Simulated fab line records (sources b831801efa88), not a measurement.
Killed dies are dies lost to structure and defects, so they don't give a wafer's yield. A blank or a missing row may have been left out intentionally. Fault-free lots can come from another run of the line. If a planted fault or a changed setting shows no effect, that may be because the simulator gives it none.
Which tool was responsible? -- flow sky130 -- Sampling: 12 lots, 36 wafers, 2 of 708 route steps

WHAT THE GAUGES READ, wafer by wafer
SKY_VT_ADJUST_HVTP_TW_MEAS_11.
lot,measured,on,VT_ADJUST_HVTP_TW
L722,day 6 12:49,filmMetro-01,1363 1359 1360
L723,day 6 16:09,filmMetro-02,1406 1410 1405
L725,day 7 16:17,filmMetro-03,1343 1347 1345
L727,day 8 00:56,filmMetro-02,1391 1393 1398
L728,day 8 12:10,filmMetro-03,1350 1344 1340
L729,day 8 18:50,filmMetro-01,1354 1353 1354
L733,day 9 23:34,filmMetro-02,1383 1394 1399
L735,day 10 08:39,filmMetro-03,1350 1347 1351
L737,day 10 13:07,filmMetro-02,1411 1401 1403
L739,day 11 04:04,filmMetro-01,1345 1345 1342
L740,day 11 10:25,filmMetro-02,1389 1397 1395
L741,day 11 10:43,filmMetro-01,1340 1341 1339

TOOL THAT RAN EACH LOT (tool first, then ch and the chambers of the sampled wafers, then the start)
lot,SKY_FIELD_ISO_ETCH_17
L722,"rieSi-02 ch 1,2,3, day 2 17:02"
L723,"rieSi-01 ch 0,2, day 2 21:05"
L725,"rieSi-01 ch 1,3, day 3 06:35"
L727,"rieSi-02 ch 0,1,3, day 3 16:19"
L728,"rieSi-01 ch 0,2,3, day 4 01:37"
L729,"rieSi-02 ch 0,2, day 4 05:02"
L733,"rieSi-01 ch 0,1,2, day 5 02:17"
L735,"rieSi-01 ch 1,2,3, day 5 14:14"
L737,"rieSi-01 ch 1,2,3, day 5 23:41"
L739,"rieSi-02 ch 2,3, day 6 11:41"
L740,"rieSi-02 ch 2,3, day 6 16:02"
L741,"rieSi-02 ch 0,2,3, day 6 17:59"
- SKY_FIELD_ISO_ETCH_17: etches Si in HBr/Cl2/O2, target depth 342 nm, time 97.7 s.

WHAT THE TOOLS THEMSELVES READ (means of the sampled wafers that have a number; where no wafer has one, the mark that the record gives instead)
SKY_FIELD_ISO_ETCH_17.
lot,tool,HBr_flow_sccm (sccm),biasW (W),drypumpMotorCurrentA (A),oesProductAu (a.u.),rfFwdPowerW (W),throttleValvePct (%)
L722,rieSi-02,149.8,149.7,6.1,1.001,594.4,25.654
L723,rieSi-01,150.0,149.8,6.1,0.998,594.4,25.667
L725,rieSi-01,149.8,150.7,5.2,0.991,594.7,25.661
L727,rieSi-02,150.1,149.8,6.1,1.001,595.1,25.655
L728,rieSi-01,150.1,150.2,5.6,0.998,596.1,25.657
L729,rieSi-02,149.9,150.2,5.7,0.992,595.0,25.661
L733,rieSi-01,150.3,149.9,6.0,0.994,594.9,25.666
L735,rieSi-01,149.7,155.7,5.5,0.995,596.0,25.665
L737,rieSi-01,150.4,155.7,5.5,0.993,594.9,25.669
L739,rieSi-02,150.0,150.4,5.9,1.002,593.0,25.661
L740,rieSi-02,150.5,149.8,5.9,1.003,594.3,25.658
L741,rieSi-02,149.6,150.3,5.8,0.994,594.8,25.657

THE ANSWER, worked out from the rows above alone
Rule: usual is defined by the lots themselves. Put in order of their means at a reading, lots are off if they are a third of the lots or fewer, leave a main group of 4 or more, and stand apart from it by a gap of 3 or more times the standard deviation of the main group's means; of several such gaps the widest counts. If all means in a main group match to the digits the tables above print for the reading, that group is not used. A lot without any number at a reading at which 4 lots or more have one is off too. Where the step has rows for the other lots, those lots are counted as sound. First the gauges in route order, then the tools' own readings, where a lot's mean is used as printed above. At the first step where some lot is off, the reading lying furthest off is the one used; lots without a number count as furthest.
Off, at SKY_FIELD_ISO_ETCH_17 on biasW: L735, L737. For the main group the mean is 150.1 W and the standard deviation 0.31.
A tool fits if, at that step or a process step before it, it ran every lot that is off, and no sound lot after the first of them. One fits: SKY_FIELD_ISO_ETCH_17 on rieSi-01. Its last sound lot is L733 (day 5 02:17), its first lot that is off L735 (day 5 14:14): a fault that began between those two fits.
On the lots that are off, the tool's own readings at SKY_FIELD_ISO_ETCH_17 differ by more than 5 times the standard deviation of the sound lots' means, which bears it out; biasW reads 155.7 W there versus 150.1 W on the sound lots.

WHAT WAS PUT IN BY THE SIMULATOR
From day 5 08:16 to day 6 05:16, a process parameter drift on rieSi-01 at SKY_FIELD_ISO_ETCH_17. From 150, the setting biasW moved by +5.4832. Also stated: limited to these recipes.
Shown lots that were struck: L735, L737. The rule given above showed the same thing.
